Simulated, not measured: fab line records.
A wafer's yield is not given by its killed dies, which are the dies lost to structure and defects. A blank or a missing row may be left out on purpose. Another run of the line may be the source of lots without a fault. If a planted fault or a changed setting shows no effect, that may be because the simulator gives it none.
Problem report, 8D (eight disciplines) form, completed by code ; flow sky130 ; the parts of the form that need people (team, actions taken, sign-off) are left out

== 1. WHAT WENT WRONG ==
Mean of strip time to endpoint s at SKY_POLY_GATE_STRIP_18: 3.425 s across 3 wafers in 2 lots; on wafers with no fault it is 3.147 s (standard deviation 0.027). Relative to the usual mean, that is a shift of +10 standard deviations.
The step: strips in O2/N2.
Seen first at day 21 23:54 on plasma asher-03, wafer L864.3. Wafers with a number at this step in the record: 18, from 6 lots. Rule for "out" (also "out of limits"): further than 4 standard deviations from the usual mean. All remaining wafers that have a number are taken as sound.

== 2. WHAT THIS IS AND IS NOT ==
question;is;is not
which readings at this step;strip time to endpoint s;drypump motor current A
which lots;L864, L866;L859, L862, L863, L868
which wafers of those lots;L864.3, L864.6, L866.3;L864.4, L866.1, L866.5
read on which tools;plasma asher-03, plasma asher-04;-
when;from day 21 23:54;"up to then (10 sound wafers); but 5 sound wafers of L866, L868 came after"

== 3. THE SUSPECTS, EACH WITH WHAT RULES IT OUT ==
Counting: any tool at a process step up to the reading remains a suspect provided it ran every lot that is out. Sound lots after the first of them don't rule it out here, since some wafers of a struck lot are sound.
- rie diel-01 at SKY_POLY_GATE_ETCH_15 (etches BARC in N2/H2, stops on SiO2, time 118.5 s, target depth 110 nm): kept. Every lot that is out went through it, the first being L864 (day 21 23:38); the last sound lot it ran before that was L862 (day 21 13:50).
- rie diel-01 at SKY_POLY_GATE_ETCH_16 (etches Si3N4 in CH3F/O2, stops on poly-Si, time 147.5 s, target depth 75 nm): kept. Every lot that is out went through it, the first being L864 (day 21 23:43); the last sound lot it ran before that was L862 (day 21 13:55).
- rie si-02 at SKY_POLY_GATE_ETCH_17 (etches poly-Si in HBr/Cl2, stops on SiO2, target depth 180 nm, time 70.5 s): kept. Every lot that is out went through it, the first being L864 (day 21 23:49); the last sound lot it ran before that was L862 (day 21 14:01).
- rie si-02, SKY_POLY_GATE_ETCH_17: wafers that are out in chamber 1, sound lot-mates in chambers 0, 2.
Left after counting: rie diel-01 at SKY_POLY_GATE_ETCH_15, rie diel-01 at SKY_POLY_GATE_ETCH_16, rie si-02 at SKY_POLY_GATE_ETCH_17.

== 4. THE CAUSE (what the simulator had put in) ==
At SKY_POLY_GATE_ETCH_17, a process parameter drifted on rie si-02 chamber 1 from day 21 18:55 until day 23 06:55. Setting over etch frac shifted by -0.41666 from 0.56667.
After counting, 3 suspects remain, this tool included.

== 5. THE CHAIN OF EFFECTS, in route order ==
One row per reading whose mean, taken over the struck wafers that have a number, lies over 3 standard deviations from the usual. Scope: only readings with a usual standard deviation given in the record; hours: median across lots of the time from each lot's start at the first step in this table that gives one to its start at this step; sigmas: change in usual standard deviations.
hours;step;reading;usual;on struck wafers;change;sigmas
0;SKY_POLY_GATE_STRIP_18;strip time to endpoint s;3.147 s;3.425;+0.278;+10
Process steps it contains:
- SKY_POLY_GATE_STRIP_18: strips in O2/N2.

== 6. WHAT WOULD HAVE CAUGHT IT SOONER ==
5 hours passed between the start of the fault at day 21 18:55 and the first reading out of limits in this record, taken at day 21 23:54.
Tool readings at SKY_POLY_GATE_ETCH_17 with a usual standard deviation given in the record: none out on any struck wafer, hence no alarm at a limit of 4 standard deviations on them.
L866, from the lots that are out (2), started SKY_POLY_GATE_ETCH_17 on rie si-02 later than day 21 23:54. Putting the tool on hold at that point would have spared it.
